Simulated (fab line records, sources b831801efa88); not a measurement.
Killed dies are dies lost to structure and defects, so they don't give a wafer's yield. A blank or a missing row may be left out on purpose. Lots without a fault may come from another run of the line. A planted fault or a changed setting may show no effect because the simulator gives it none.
Chamber matching | flow gf180mcu | GF_STI_CMP_25 on cmp-02: 4 sister chambers
The step polishes, stops on Si3N4, t overpolish 31.66 s, target thk 524.6 nm. 8 wafers are shown with their chamber, then 9 later ones without.

WAFERS WITH THEIR CHAMBER
wafer  | chamber | motor_current_A (A) | retaining_ring_pressure_frac
L273.6 | 1       | 13.1                | 1.004
L275.4 | 1       | 14.1                | 0.998
L275.5 | 0       | 12.6                | 0.995
L276.2 | 2       | 12.9                | 1.004
L276.3 | 0       | 12.2                | 1.006
L276.4 | 3       | 12.7                | 1.002
L279.1 | 2       | 13.3                | 1.006
L279.2 | 3       | 12.6                | 1.000

WAFERS WITHOUT THEIR CHAMBER
wafer  | motor_current_A (A) | retaining_ring_pressure_frac
L279.6 | 13.1                | 0.991
L282.1 | 12.8                | 0.998
L282.2 | 13.0                | 1.003
L282.5 | 13.4                | 1.003
L284.2 | 13.6                | 0.996
L284.6 | 13.0                | 0.994
L286.1 | 12.5                | 1.003
L286.3 | 13.4                | 0.997
L286.4 | 11.9                | 1.002

WHICH CHAMBER EACH WENT THROUGH
wafer  | from the rows above               | in truth
L279.6 | can't be placed: 3 or 1 or 0 or 2 | 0
L282.1 | can't be placed: 3 or 0 or 2 or 1 | 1
L282.2 | can't be placed: 2 or 3 or 1 or 0 | 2
L282.5 | can't be placed: 1 or 2 or 3 or 0 | 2
L284.2 | can't be placed: 1 or 2 or 3      | 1
L284.6 | can't be placed: 3 or 0 or 1 or 2 | 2
L286.1 | can't be placed: 3 or 0 or 2      | 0
L286.3 | can't be placed: 1 or 2 or 3 or 0 | 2
L286.4 | can't be placed: 0 or 3 or 2      | 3
Placed correctly: 0 of 9. Can't be placed from these rows: 9 (the true chamber is among the candidates in 9). Placed wrongly: 0.
How it was worked out, from the rows above alone: a wafer's distance from a chamber is the root of the sum, over the readings, of the square of ((its reading less the chamber's mean) divided by the reading's scatter). The wafer belongs to the nearest chamber; if the next one is less than 2 further off, it can't be placed. A chamber's mean is the mean of its shown wafers. The scatter: the root of (the sum of the squares of (reading less its chamber's mean) over the shown wafers, divided by (wafers less chambers)).
